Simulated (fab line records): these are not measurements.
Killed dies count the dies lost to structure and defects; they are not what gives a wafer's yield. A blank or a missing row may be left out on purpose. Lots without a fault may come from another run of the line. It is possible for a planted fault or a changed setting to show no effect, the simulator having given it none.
fab line records ; flow sky130
[record] lots = 14; wafers = 42; last-day = 50
route steps=708 shown FIELD_ISO@3 PWDE@52 PAD_OPEN@708
lots untouched by any fault: they come from a run of this same line in which no faults occurred
start-h: hours from the record's first day to the start of the lot's first wafer shown ; wait-h: time in hours since the lot's previous step ; " identical to the entry in the row above ; L1.1+2: a row that stands for several wafers ; - either no value or no given start ; * or withheld: withheld ; < > ~ a bound
route shown NAME@n: NAME is a module with steps in the file, n the number in the route of the first one ; usual: average and standard deviation across the fault-free wafers ; same: alike in all rows ; chamber/n: place in a boat ; sites: per-site readings ; _std_site: standard deviation across them ; _edge_site: the outer-site mean with the inner-site mean subtracted ; radius-mm: how far each site lies from the wafer's centre ; mask NAME#n: copy n ; behind: tool/chamber where the wafer was last shaped ; hold: reason for holding the lot/hours on hold/outcome of the hold ; device: the n, p or np transistor that did not switch ; end of line: tests of these same wafers at the route's end ; a step given without rows: its recipe and nothing more ; killed: dies lost to structure and defects at the first sort, not the wafer's yield ; map: the dies of a wafer, with x for killed, . for not killed, _ for no die there
set.NAME: the setting as run; set.NAME@STEP: as run at that earlier step ; model.NAME: the simulator's own value behind a step, which no gauge read
steps of the route over a sample of lots; a table a step, a row a wafer
services: when a tool's chamber went out of use (start-h, in hours from the record's first day, below 0 if earlier), for how many hours, and the reason
[[steps]]
[step SKY_FIELD_ISO_THK_MEAS_02]
[recipe] reads = SiO2_of_FIELD_ISO_OXIDATION_01
[usual] FIELD_ISO_OXIDATION_00_THK = 11.99/0.2
lot.wafer;tool;chamber;start-h;wait-h;FIELD_ISO_OXIDATION_00_THK[nm]
L523.1;film-metro-01;-;11.78;0.0;12.02
L523.3;film-metro-01;-;11.78;0.0;11.97
L523.5;film-metro-01;-;11.78;0.0;11.73
L525.1;film-metro-03;-;23.15;0.0;12.16
L525.3;film-metro-03;-;23.15;0.0;12.07
L525.5;film-metro-03;-;23.15;0.0;12.39
L527.2;film-metro-01;-;31.64;0.0;12.01
L527.4;film-metro-01;-;31.64;0.0;12.13
L527.6;film-metro-01;-;31.64;0.0;12.33
L528.1;film-metro-03;-;37.14;0.0;12.12
L528.5;film-metro-03;-;37.14;0.0;12.20
L528.6;film-metro-03;-;37.14;0.0;12.19
L529.3;film-metro-01;-;41.65;0.0;12.22
L529.4;film-metro-01;-;41.65;0.0;12.43
L529.5;film-metro-01;-;41.65;0.0;12.37
L531.1;film-metro-03;-;51.70;0.0;12.33
L531.3;film-metro-03;-;51.70;0.0;12.25
L531.6;film-metro-03;-;51.70;0.0;12.38
L532.2;film-metro-01;-;58.20;0.0;11.88
L532.5;film-metro-01;-;58.20;0.0;12.02
L532.6;film-metro-01;-;58.20;0.0;11.98
L533.1;film-metro-03;-;61.64;0.0;12.02
L533.2;film-metro-03;-;61.64;0.0;12.19
L533.6;film-metro-03;-;61.64;0.0;12.10
L534.2;film-metro-04;-;67.44;0.0;12.18
L534.3;film-metro-04;-;67.44;0.0;12.27
L534.5;film-metro-04;-;67.44;0.0;11.89
L535.1;film-metro-03;-;71.84;0.0;11.91
L535.4;film-metro-03;-;71.84;0.0;12.02
L535.5;film-metro-03;-;71.84;0.0;12.10
L536.1;film-metro-04;-;77.06;0.0;12.00
L536.5;film-metro-04;-;77.06;0.0;11.92
L536.6;film-metro-04;-;77.06;0.0;12.05
L537.1;film-metro-04;-;81.74;0.0;11.98
L537.3;film-metro-04;-;81.74;0.0;12.10
L537.5;film-metro-04;-;81.74;0.0;11.89
L545.2;film-metro-01;-;122.89;0.0;12.04
L545.3;film-metro-01;-;122.89;0.0;11.96
L545.5;film-metro-01;-;122.89;0.0;11.74
L546.4;film-metro-01;-;128.86;0.0;12.12
L546.5;film-metro-01;-;128.86;0.0;12.09
L546.6;film-metro-01;-;128.86;0.0;12.15
[step SKY_FIELD_ISO_CMP_27]
[recipe] stop-on = Si3N4; t-overpolish-s = 16; down-force-psi = 4; platen-rpm = 60; target-thk-nm = 457.8; pad-velocity-m-s = 0.94248
[usual] motor-current-A = 11.0/1; overpolish-run-s = 16.001/0.0082; time-to-endpoint-s = 110/4.5
lot.wafer;tool;chamber;start-h;wait-h;motor-current-A;overpolish-run-s;time-to-endpoint-s
L523.1;cmp-01;1;33.13;0.0;12.8;15.984;114
L523.3;cmp-01;2;33.13;0.0;11.2;15.998;110
L523.5;cmp-01;1;33.13;0.0;13.2;15.998;110
L525.3;cmp-02;2;44.60;0.1;9.5;16.006;119
L525.1;cmp-02;3;44.60;0.1;10.5;16.004;113
L525.5;cmp-02;0;44.60;0.1;10.3;16.005;113
L527.4;cmp-02;3;53.25;0.1;11.0;15.999;117
L527.2;cmp-02;0;53.25;0.1;10.9;16.008;116
L527.6;cmp-02;2;53.25;0.1;9.8;15.992;121
L528.1;cmp-01;0;60.99;0.1;10.2;15.993;112
L528.6;cmp-01;3;60.99;0.1;11.5;16.004;107
L528.5;cmp-01;0;60.99;0.1;11.3;15.990;113
L529.4;cmp-01;3;64.77;0.1;11.4;16.001;103
L529.3;cmp-01;0;64.77;0.1;10.5;16.008;109
L529.5;cmp-01;2;64.77;0.1;11.2;16.000;107
L531.1;cmp-01;0;73.98;0.0;9.7;15.995;117
L531.3;cmp-01;1;73.98;0.0;13.2;16.005;109
L531.6;cmp-01;0;73.98;0.0;10.1;16.004;110
L532.2;cmp-01;2;81.37;0.1;11.2;16.007;106
L532.5;cmp-01;1;81.37;0.1;13.4;16.001;107
L532.6;cmp-01;2;81.37;0.1;11.4;15.999;110
L533.2;cmp-01;1;84.20;0.0;12.3;16.001;107
L533.1;cmp-01;0;84.20;0.0;10.2;15.994;115
L533.6;cmp-01;2;84.20;0.0;11.1;16.001;108
L534.2;cmp-02;1;91.03;0.0;12.4;15.993;113
L534.3;cmp-02;2;91.03;0.0;9.6;16.000;114
L534.5;cmp-02;2;91.03;0.0;9.6;15.999;118
L535.1;cmp-02;1;94.55;0.1;11.8;15.991;105
L535.4;cmp-02;3;94.55;0.1;10.8;15.998;103
L535.5;cmp-02;0;94.55;0.1;10.6;16.016;106
L536.1;cmp-01;0;100.61;0.0;10.4;15.998;113
L536.5;cmp-01;0;100.61;0.0;9.8;16.016;115
L536.6;cmp-01;1;100.61;0.0;13.0;15.987;111
L537.1;cmp-01;3;106.34;0.1;10.9;15.999;110
L537.3;cmp-01;1;106.34;0.1;12.5;16.005;108
L537.5;cmp-01;3;106.34;0.1;10.7;15.999;106
L545.3;cmp-01;3;150.69;0.1;10.7;15.999;213
L545.2;cmp-01;0;150.69;0.1;10.5;16.015;108
L545.5;cmp-01;2;150.69;0.1;11.2;15.994;105
L546.4;cmp-01;3;154.78;0.0;10.6;16.003;218
L546.5;cmp-01;3;154.78;0.0;11.3;16.005;111
L546.6;cmp-01;0;154.78;0.0;10.1;15.993;117
[step SKY_PWDE_OVL_MEAS_07]
[usual] PWDE_OVL = 1.2/1.3
lot.wafer;tool;chamber;start-h;wait-h;PWDE_OVL[nm]
L523.1;overlay-01;-;69.43;-;0.0
L523.3;overlay-01;-;69.43;-;1.6
L523.5;overlay-01;-;69.43;-;2.1
L525.1;overlay-02;-;80.98;-;1.7
L525.3;overlay-02;-;80.98;-;2.4
L525.5;overlay-02;-;80.98;-;0.5
L527.2;overlay-01;-;89.13;-;0.9
L527.4;overlay-01;-;89.13;-;-1.5
L527.6;overlay-01;-;89.13;-;-0.8
L528.1;overlay-02;-;97.02;-;-0.6
L528.5;overlay-02;-;97.02;-;2.4
L528.6;overlay-02;-;97.02;-;2.2
L529.3;overlay-02;-;101.59;-;1.3
L529.4;overlay-02;-;101.59;-;1.0
L529.5;overlay-02;-;101.59;-;0.9
L531.1;overlay-01;-;110.12;-;-0.1
L531.3;overlay-01;-;110.12;-;-0.6
L531.6;overlay-01;-;110.12;-;2.3
L532.2;overlay-02;-;118.03;-;1.9
L532.5;overlay-02;-;118.03;-;0.9
L532.6;overlay-02;-;118.03;-;3.0
L533.1;overlay-02;-;122.77;-;4.4
L533.2;overlay-02;-;122.77;-;1.7
L533.6;overlay-02;-;122.77;-;2.8
L534.2;overlay-02;-;130.13;-;4.4
L534.3;overlay-02;-;130.13;-;2.6
L534.5;overlay-02;-;130.13;-;2.8
L535.1;overlay-01;-;134.63;-;-0.1
L535.4;overlay-01;-;134.63;-;0.3
L535.5;overlay-01;-;134.63;-;0.7
L536.1;overlay-02;-;140.12;-;3.9
L536.5;overlay-02;-;140.12;-;3.2
L536.6;overlay-02;-;140.12;-;1.6
L537.1;overlay-01;-;146.63;-;0.8
L537.3;overlay-01;-;146.63;-;-0.7
L537.5;overlay-01;-;146.63;-;-0.3
L545.2;overlay-01;-;194.79;-;-0.8
L545.3;overlay-01;-;194.79;-;1.1
L545.5;overlay-01;-;194.79;-;0.4
L546.4;overlay-02;-;199.59;-;1.3
L546.5;overlay-02;-;199.59;-;1.0
L546.6;overlay-02;-;199.59;-;1.3
[step SKY_PWDE_TW_MEAS_10]
[usual] PWDE_TW = 370.7/2.3
lot.wafer;tool;chamber;start-h;wait-h;PWDE_TW
L523.1;film-metro-03;-;69.71;0.1;364.8
L523.3;film-metro-03;-;69.71;0.1;368.1
L523.5;film-metro-03;-;69.71;0.1;367.4
L525.1;film-metro-02;-;81.27;0.1;370.5
L525.3;film-metro-02;-;81.27;0.1;370.6
L525.5;film-metro-02;-;81.27;0.1;371.3
L527.2;film-metro-01;-;89.42;0.1;373.8
L527.4;film-metro-01;-;89.42;0.1;374.7
L527.6;film-metro-01;-;89.42;0.1;372.7
L528.1;film-metro-03;-;97.31;0.1;369.5
L528.5;film-metro-03;-;97.31;0.1;370.8
L528.6;film-metro-03;-;97.31;0.1;370.1
L529.3;film-metro-01;-;101.88;0.1;373.0
L529.4;film-metro-01;-;101.88;0.1;373.2
L529.5;film-metro-01;-;101.88;0.1;374.3
L531.1;film-metro-01;-;110.41;0.1;373.7
L531.3;film-metro-01;-;110.41;0.1;372.2
L531.6;film-metro-01;-;110.41;0.1;374.0
L532.2;film-metro-01;-;118.32;0.1;375.9
L532.5;film-metro-01;-;118.32;0.1;372.5
L532.6;film-metro-01;-;118.32;0.1;374.2
L533.1;film-metro-02;-;123.06;0.1;372.5
L533.2;film-metro-02;-;123.06;0.1;370.4
L533.6;film-metro-02;-;123.06;0.1;369.6
L534.2;film-metro-01;-;130.42;0.1;372.9
L534.3;film-metro-01;-;130.42;0.1;372.2
L534.5;film-metro-01;-;130.42;0.1;370.3
L535.1;film-metro-02;-;134.91;0.1;368.3
L535.4;film-metro-02;-;134.91;0.1;370.1
L535.5;film-metro-02;-;134.91;0.1;369.5
L536.1;film-metro-01;-;140.41;0.1;371.6
L536.5;film-metro-01;-;140.41;0.1;369.7
L536.6;film-metro-01;-;140.41;0.1;371.0
L537.1;film-metro-03;-;146.92;0.1;371.1
L537.3;film-metro-03;-;146.92;0.1;372.7
L537.5;film-metro-03;-;146.92;0.1;369.6
L545.2;film-metro-01;-;195.08;0.1;368.8
L545.3;film-metro-01;-;195.08;0.1;369.8
L545.5;film-metro-01;-;195.08;0.1;371.2
L546.4;film-metro-01;-;199.89;0.1;371.0
L546.5;film-metro-01;-;199.89;0.1;369.8
L546.6;film-metro-01;-;199.89;0.1;371.5
[step SKY_PAD_OPEN_PROBE_99]
[usual] killed_at_M0_to_M3 = 44/7.5; killed_at_M4_up = 3.2/1.9; killed-at-contacts = 23/4.7; killed-at-front-end = 15/4.7; killed-at-other = 0.4/0.66; killed-dies = 87/9.3; killed-open = 47/7.2; killed-short = 39/6.5
[same] gross-dies = 492; killed-at-back-side = 0
lot.wafer;tool;chamber;start-h;wait-h;killed_at_M0_to_M3;killed_at_M4_up;killed-at-contacts;killed-at-front-end;killed-at-other;killed-dies;killed-open;killed-short
L523.1;prober-02;-;1074.90;0.1;38;3;25;19;1;86;46;40
L523.3;prober-02;-;1075.00;0.2;47;3;27;10;1;88;55;33
L523.5;prober-02;-;1075.10;0.2;43;0;22;13;0;78;37;41
L525.1;prober-02;-;1086.04;0.1;48;2;23;11;0;84;44;40
L525.3;prober-02;-;1086.14;0.2;47;1;23;25;1;97;55;42
L525.5;prober-02;-;1086.24;0.2;36;5;20;12;1;74;42;32
L527.2;prober-02;-;1107.59;0.1;50;1;22;15;0;88;45;43
L527.4;prober-02;-;1107.69;0.2;52;3;20;10;0;85;47;38
L527.6;prober-02;-;1107.79;0.2;55;3;32;19;0;109;59;50
L528.1;prober-01;-;1109.28;0.1;45;2;23;20;0;90;50;39
L528.5;prober-01;-;1109.48;0.2;58;3;23;20;0;104;55;49
L528.6;prober-01;-;1109.53;0.2;40;3;22;27;0;92;53;35
L529.3;prober-02;-;1112.19;0.2;61;2;19;16;0;98;56;42
L529.4;prober-02;-;1112.24;0.2;50;2;20;17;0;89;52;37
L529.5;prober-02;-;1112.29;0.2;42;2;17;13;0;74;37;37
L531.1;prober-02;-;1131.00;0.1;55;2;32;12;3;104;60;40
L531.3;prober-02;-;1131.10;0.2;42;3;24;7;0;76;35;41
L531.6;prober-02;-;1131.25;0.2;47;5;27;11;2;92;47;43
L532.2;prober-01;-;1132.55;0.1;56;7;25;14;1;103;61;41
L532.5;prober-01;-;1132.70;0.2;37;3;20;13;2;75;36;37
L532.6;prober-01;-;1132.75;0.2;45;4;23;14;1;87;45;41
L533.1;prober-02;-;1134.00;0.1;40;2;17;20;0;79;40;39
L533.2;prober-02;-;1134.05;0.1;51;1;24;14;2;92;49;42
L533.6;prober-02;-;1134.25;0.2;54;3;15;21;1;94;51;43
L534.2;prober-01;-;1144.81;0.1;51;1;20;15;0;87;52;35
L534.3;prober-01;-;1144.86;0.2;39;1;22;15;0;77;40;36
L534.5;prober-01;-;1144.96;0.2;33;3;29;17;1;83;40;43
L535.1;prober-02;-;1149.74;0.1;46;3;18;16;0;83;46;37
L535.4;prober-02;-;1149.89;0.2;34;1;37;15;1;88;47;41
L535.5;prober-02;-;1149.94;0.2;52;5;14;6;0;77;42;35
L536.1;prober-01;-;1152.02;0.1;32;4;29;16;0;81;37;44
L536.5;prober-01;-;1152.22;0.2;41;6;25;13;0;85;45;38
L536.6;prober-01;-;1152.27;0.2;46;5;18;11;2;82;46;36
L537.1;prober-02;-;1154.80;0.1;54;3;24;14;0;95;54;41
L537.3;prober-02;-;1154.90;0.2;47;0;25;12;0;84;42;41
L537.5;prober-02;-;1155.00;0.2;41;3;22;10;1;77;47;29
L546.4;prober-02;-;1199.84;0.2;36;2;25;10;0;73;44;29
L546.5;prober-02;-;1199.89;0.2;38;5;21;11;0;75;43;31
L546.6;prober-02;-;1199.94;0.2;38;3;20;8;1;70;40;29
L545.2;prober-01;-;1201.24;0.1;44;2;25;9;1;81;44;37
L545.3;prober-01;-;1201.29;0.2;43;3;26;24;0;96;51;45
L545.5;prober-01;-;1201.39;0.2;39;7;11;16;0;73;37;34
// killed by level:class
L523.1 CONTACT:geometric-particle:open=9 VIA1:geometric-particle:open=8 METAL1:geometric-particle:short=7 POLY_GATE:geometric-particle:open=6 METAL2:geometric-particle:short=5 VIA3:geometric-particle:open=5 LI_CONTACT:geometric-particle:short=4 LI_CONTACT:geometric-particle:open=4
L523.3 CONTACT:geometric-particle:open=12 VIA1:geometric-particle:open=10 LI_CONTACT:geometric-particle:open=9 METAL1:geometric-particle:short=8 VIA1:geometric-particle:short=6 VIA3:geometric-particle:open=5 METAL2:geometric-particle:short=5 METAL1:geometric-particle:open=4
L523.5 METAL1:geometric-particle:short=13 VIA1:geometric-particle:open=7 METAL2:geometric-particle:short=7 CONTACT:geometric-particle:short=5 LI_CONTACT:geometric-particle:open=5 LOCAL_INTERCONNECT:geometric-particle:short=5 CONTACT:geometric-particle:open=5 VIA3:geometric-particle:open=5
L525.1 METAL1:geometric-particle:short=8 CONTACT:geometric-particle:short=8 VIA1:geometric-particle:open=8 LI_CONTACT:geometric-particle:open=6 METAL3:geometric-particle:short=6 CONTACT:geometric-particle:open=6 VIA2:geometric-particle:short=5 VIA3:geometric-particle:open=5
L525.3 METAL1:geometric-particle:short=9 VIA2:geometric-particle:open=8 LI_CONTACT:geometric-particle:open=8 VIA1:geometric-particle:open=8 FIELD_ISO:geometric-particle:open=6 VIA3:geometric-particle:open=6 POLY_GATE:geometric-particle:open=5 CONTACT:geometric-particle:open=5
L525.5 VIA2:geometric-particle:open=10 CONTACT:geometric-particle:open=7 METAL2:geometric-particle:short=6 METAL1:geometric-particle:short=4 LI_CONTACT:geometric-particle:open=4 CONTACT:geometric-particle:short=4 VIA1:geometric-particle:short=4 VIA1:geometric-particle:open=4
L527.2 VIA3:geometric-particle:open=13 METAL2:geometric-particle:short=11 CONTACT:geometric-particle:open=8 VIA1:geometric-particle:open=8 LI_CONTACT:geometric-particle:open=5 CONTACT:geometric-particle:short=5 METAL1:geometric-particle:short=5 VIA1:geometric-particle:short=4
L527.4 VIA1:geometric-particle:open=14 CONTACT:geometric-particle:open=8 VIA1:geometric-particle:short=8 METAL2:geometric-particle:short=8 VIA2:geometric-particle:open=6 VIA3:geometric-particle:open=5 LI_CONTACT:geometric-particle:open=4 CONTACT:geometric-particle:short=4
L527.6 CONTACT:geometric-particle:open=15 VIA1:geometric-particle:open=12 METAL2:geometric-particle:short=10 VIA1:geometric-particle:short=8 VIA3:geometric-particle:open=7 POLY_GATE:geometric-particle:open=6 LI_CONTACT:geometric-particle:open=5 METAL1:geometric-particle:short=5
L528.1 VIA1:geometric-particle:open=9 VIA3:geometric-particle:open=8 FIELD_ISO:geometric-particle:open=7 CONTACT:geometric-particle:open=7 METAL1:geometric-particle:short=6 POLY_GATE:geometric-particle:short=5 LI_CONTACT:geometric-particle:short=5 VIA1:geometric-particle:short=5
L528.5 VIA1:geometric-particle:open=14 VIA2:geometric-particle:open=9 VIA3:geometric-particle:open=9 CONTACT:geometric-particle:short=7 VIA3:geometric-particle:short=6 FIELD_ISO:geometric-particle:short=5 POLY_GATE:geometric-particle:short=5 LI_CONTACT:geometric-particle:open=5
L528.6 VIA1:geometric-particle:open=11 FIELD_ISO:geometric-particle:open=9 POLY_GATE:geometric-particle:open=7 CONTACT:geometric-particle:open=7 VIA3:geometric-particle:open=6 CONTACT:geometric-particle:short=6 METAL2:geometric-particle:short=4 LI_CONTACT:geometric-particle:open=4
L529.3 VIA1:geometric-particle:open=18 VIA2:geometric-particle:open=11 VIA1:geometric-particle:short=8 LI_CONTACT:geometric-particle:open=7 VIA3:geometric-particle:open=7 POLY_GATE:geometric-particle:short=5 CONTACT:geometric-particle:short=5 CONTACT:geometric-particle:open=4
L529.4 VIA1:geometric-particle:open=15 VIA1:geometric-particle:short=8 FIELD_ISO:geometric-particle:open=7 CONTACT:geometric-particle:open=7 VIA2:geometric-particle:open=7 LI_CONTACT:geometric-particle:open=6 VIA3:geometric-particle:open=5 POLY_GATE:geometric-particle:short=4
L529.5 VIA3:geometric-particle:open=10 METAL1:geometric-particle:short=6 CONTACT:geometric-particle:open=5 VIA1:geometric-particle:short=5 VIA1:geometric-particle:open=5 VIA2:geometric-particle:open=5 POLY_GATE:geometric-particle:short=4 LOCAL_INTERCONNECT:geometric-particle:short=4
L531.1 VIA1:geometric-particle:open=15 CONTACT:geometric-particle:open=10 LI_CONTACT:geometric-particle:open=8 VIA3:geometric-particle:open=8 CONTACT:geometric-particle:short=8 VIA2:geometric-particle:open=8 METAL1:geometric-particle:short=5 METAL2:geometric-particle:short=5
L531.3 VIA1:geometric-particle:open=10 LI_CONTACT:geometric-particle:open=8 VIA1:geometric-particle:short=7 CONTACT:geometric-particle:open=6 METAL3:geometric-particle:short=5 CONTACT:geometric-particle:short=4 FIELD_ISO:geometric-particle:short=3 LI_CONTACT:geometric-particle:short=3
L531.6 VIA1:geometric-particle:open=13 LI_CONTACT:geometric-particle:open=9 CONTACT:geometric-particle:short=6 VIA3:geometric-particle:open=6 VIA2:geometric-particle:open=5 LI_CONTACT:geometric-particle:short=5 CONTACT:geometric-particle:open=5 METAL2:geometric-particle:short=5
L532.2 VIA1:geometric-particle:open=13 LI_CONTACT:geometric-particle:open=12 CONTACT:geometric-particle:open=8 METAL1:geometric-particle:short=7 VIA3:geometric-particle:open=7 POLY_GATE:geometric-particle:open=6 VIA1:geometric-particle:short=6 METAL2:geometric-particle:short=5
L532.5 VIA1:geometric-particle:open=7 CONTACT:geometric-particle:open=6 METAL2:geometric-particle:short=6 POLY_GATE:geometric-particle:open=5 LOCAL_INTERCONNECT:geometric-particle:short=5 VIA1:geometric-particle:short=4 LI_CONTACT:geometric-particle:open=4 VIA2:geometric-particle:short=4
L532.6 VIA1:geometric-particle:open=10 CONTACT:geometric-particle:open=9 METAL1:geometric-particle:short=8 LI_CONTACT:geometric-particle:open=6 METAL2:geometric-particle:short=6 VIA3:geometric-particle:open=6 POLY_GATE:geometric-particle:open=4 CONTACT:geometric-particle:short=4
L533.1 VIA3:geometric-particle:open=9 VIA2:geometric-particle:open=8 CONTACT:geometric-particle:open=7 VIA1:geometric-particle:short=7 FIELD_ISO:geometric-particle:open=5 FIELD_ISO:geometric-particle:short=5 POLY_GATE:geometric-particle:short=4 METAL1:geometric-particle:short=4
L533.2 VIA1:geometric-particle:open=14 METAL1:geometric-particle:short=10 LI_CONTACT:geometric-particle:open=8 VIA3:geometric-particle:open=7 VIA2:geometric-particle:short=7 CONTACT:geometric-particle:open=6 VIA1:geometric-particle:short=6 VIA2:geometric-particle:open=5
L533.6 VIA1:geometric-particle:open=11 VIA2:geometric-particle:open=11 VIA1:geometric-particle:short=10 CONTACT:geometric-particle:open=8 FIELD_ISO:geometric-particle:short=6 VIA3:geometric-particle:open=6 POLY_GATE:geometric-particle:short=6 LI_CONTACT:geometric-particle:open=6
L534.2 VIA2:geometric-particle:open=13 VIA1:geometric-particle:open=9 METAL1:geometric-particle:short=7 CONTACT:geometric-particle:open=7 LI_CONTACT:geometric-particle:open=6 VIA3:geometric-particle:open=6 FIELD_ISO:geometric-particle:short=5 FIELD_ISO:geometric-particle:open=4
L534.3 LI_CONTACT:geometric-particle:open=8 METAL2:geometric-particle:short=8 METAL1:geometric-particle:short=6 VIA1:geometric-particle:open=6 POLY_GATE:geometric-particle:open=5 CONTACT:geometric-particle:open=5 VIA2:geometric-particle:open=5 FIELD_ISO:geometric-particle:open=3
L534.5 CONTACT:geometric-particle:open=12 CONTACT:geometric-particle:short=10 METAL2:geometric-particle:short=9 VIA1:geometric-particle:open=7 FIELD_ISO:geometric-particle:short=5 VIA2:geometric-particle:open=5 POLY_GATE:geometric-particle:open=4 METAL1:geometric-particle:short=4
L535.1 VIA2:geometric-particle:open=11 VIA3:geometric-particle:open=9 CONTACT:geometric-particle:open=7 VIA1:geometric-particle:open=7 FIELD_ISO:geometric-particle:short=6 VIA1:geometric-particle:short=5 SPACER:geometric-particle:short=4 LI_CONTACT:geometric-particle:open=4
L535.4 LI_CONTACT:geometric-particle:open=14 VIA2:geometric-particle:open=12 CONTACT:geometric-particle:open=8 FIELD_ISO:geometric-particle:short=7 CONTACT:geometric-particle:short=7 LI_CONTACT:geometric-particle:short=5 VIA1:geometric-particle:open=3 METAL2:geometric-particle:short=3
L535.5 VIA1:geometric-particle:open=12 VIA2:geometric-particle:open=8 CONTACT:geometric-particle:open=7 VIA1:geometric-particle:short=7 VIA3:geometric-particle:open=6 METAL4:geometric-particle:short=5 VIA2:geometric-particle:short=4 METAL3:geometric-particle:short=4
L536.1 CONTACT:geometric-particle:open=10 VIA1:geometric-particle:open=6 LOCAL_INTERCONNECT:geometric-particle:short=5 CONTACT:geometric-particle:short=5 METAL2:geometric-particle:short=5 POLY_GATE:geometric-particle:open=4 LI_CONTACT:geometric-particle:short=4 LI_CONTACT:geometric-particle:open=4
L536.5 VIA1:geometric-particle:open=11 CONTACT:geometric-particle:open=11 VIA1:geometric-particle:short=6 METAL2:geometric-particle:short=6 LI_CONTACT:geometric-particle:open=5 LOCAL_INTERCONNECT:geometric-particle:short=4 VIA2:geometric-particle:open=4 METAL4:geometric-particle:short=4
L536.6 VIA1:geometric-particle:open=14 CONTACT:geometric-particle:open=8 METAL2:geometric-particle:short=7 VIA3:geometric-particle:open=7 METAL1:geometric-particle:short=5 LI_CONTACT:geometric-particle:open=4 LOCAL_INTERCONNECT:geometric-particle:short=4 POLY_GATE:geometric-particle:open=3
L537.1 CONTACT:geometric-particle:open=10 VIA1:geometric-particle:open=10 VIA2:geometric-particle:open=7 LI_CONTACT:geometric-particle:open=6 VIA3:geometric-particle:open=6 VIA3:geometric-particle:short=6 POLY_GATE:geometric-particle:short=4 CONTACT:geometric-particle:short=4
L537.3 VIA1:geometric-particle:open=13 METAL2:geometric-particle:short=9 CONTACT:geometric-particle:short=8 METAL1:geometric-particle:short=7 LI_CONTACT:geometric-particle:open=6 CONTACT:geometric-particle:open=6 VIA3:geometric-particle:open=4 LOCAL_INTERCONNECT:geometric-particle:short=4
L537.5 VIA1:geometric-particle:open=13 VIA3:geometric-particle:open=9 CONTACT:geometric-particle:open=8 VIA2:geometric-particle:open=5 LI_CONTACT:geometric-particle:short=4 CONTACT:geometric-particle:short=4 METAL2:geometric-particle:short=4 FIELD_ISO:geometric-particle:open=3
L546.4 CONTACT:geometric-particle:open=14 VIA1:geometric-particle:open=9 METAL2:geometric-particle:short=7 LI_CONTACT:geometric-particle:open=5 FIELD_ISO:geometric-particle:open=4 VIA1:geometric-particle:short=4 CONTACT:geometric-particle:short=4 VIA2:geometric-particle:short=4
L546.5 VIA1:geometric-particle:open=13 CONTACT:geometric-particle:open=8 VIA3:geometric-particle:open=7 METAL2:geometric-particle:short=7 VIA1:geometric-particle:short=5 FIELD_ISO:geometric-particle:short=4 LI_CONTACT:geometric-particle:open=3 LOCAL_INTERCONNECT:geometric-particle:open=3
L546.6 VIA3:geometric-particle:open=10 VIA1:geometric-particle:open=9 CONTACT:geometric-particle:open=8 METAL3:geometric-particle:short=4 LI_CONTACT:geometric-particle:short=4 METAL4:geometric-particle:short=3 FIELD_ISO:geometric-particle:open=3 LI_CONTACT:geometric-particle:open=3
L545.2 CONTACT:geometric-particle:open=13 VIA1:geometric-particle:open=12 METAL2:geometric-particle:short=11 CONTACT:geometric-particle:short=6 VIA3:geometric-particle:open=6 POLY_GATE:geometric-particle:open=4 METAL1:geometric-particle:short=4 LI_CONTACT:geometric-particle:open=3
L545.3 CONTACT:geometric-particle:open=12 VIA1:geometric-particle:open=10 POLY_GATE:geometric-particle:open=7 LOCAL_INTERCONNECT:geometric-particle:short=7 METAL2:geometric-particle:short=7 FIELD_ISO:geometric-particle:short=6 VIA1:geometric-particle:short=6 POLY_GATE:geometric-particle:short=5
L545.5 VIA1:geometric-particle:open=11 METAL2:geometric-particle:short=8 POLY_GATE:geometric-particle:open=7 POLY_GATE:geometric-particle:short=6 METAL1:geometric-particle:short=4 VIA2:geometric-particle:open=4 CONTACT:geometric-particle:open=3 CONTACT:geometric-particle:short=3
[[services]]
tool;chamber;start-h;hours;kind
cmp-01;-;11.16;17.1;pm
cmp-01;-;29.55;2.3;repair
cmp-02;-;64.00;4.0;pm
cmp-02;-;68.00;-;consumable-replace:conditioner
cmp-02;-;68.00;-;consumable-replace:pad
cmp-02;-;83.30;2.8;repair
cmp-02;-;130.12;5.7;pm
[[key]]
[first-sign] step = SKY_FIELD_ISO_CMP_27; reading = time-to-endpoint-s; direction = up; sigmas = 23; usual = *; struck = *
effect none on later readings
met-at SKY_FIELD_ISO_CMP_27
struck-lots L545,L546
struck-wafers L545.3,L546.4
tester-left-out L545,L546
not-acting-at SKY_FIELD_ISO_THK_MEAS_02,SKY_PWDE_OVL_MEAS_07,SKY_PWDE_TW_MEAS_10
onset-between 106.34 150.69
[fault] kind = process-parameter-drift; tool = cmp-01; chamber = -; onset-h = 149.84; steps = SKY_FIELD_ISO_CMP_27; channel = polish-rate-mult; offset = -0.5; shape = step; end-h = 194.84; scope = struck-wafers-only
// tester-left-out: of these lots the tester's yield and bins aren't shown, on N5 and GAA mostly nor the transistor test; their killed dies are dies lost to structure and defects alone, not to doping, threshold or leakage, so they don't give the yield
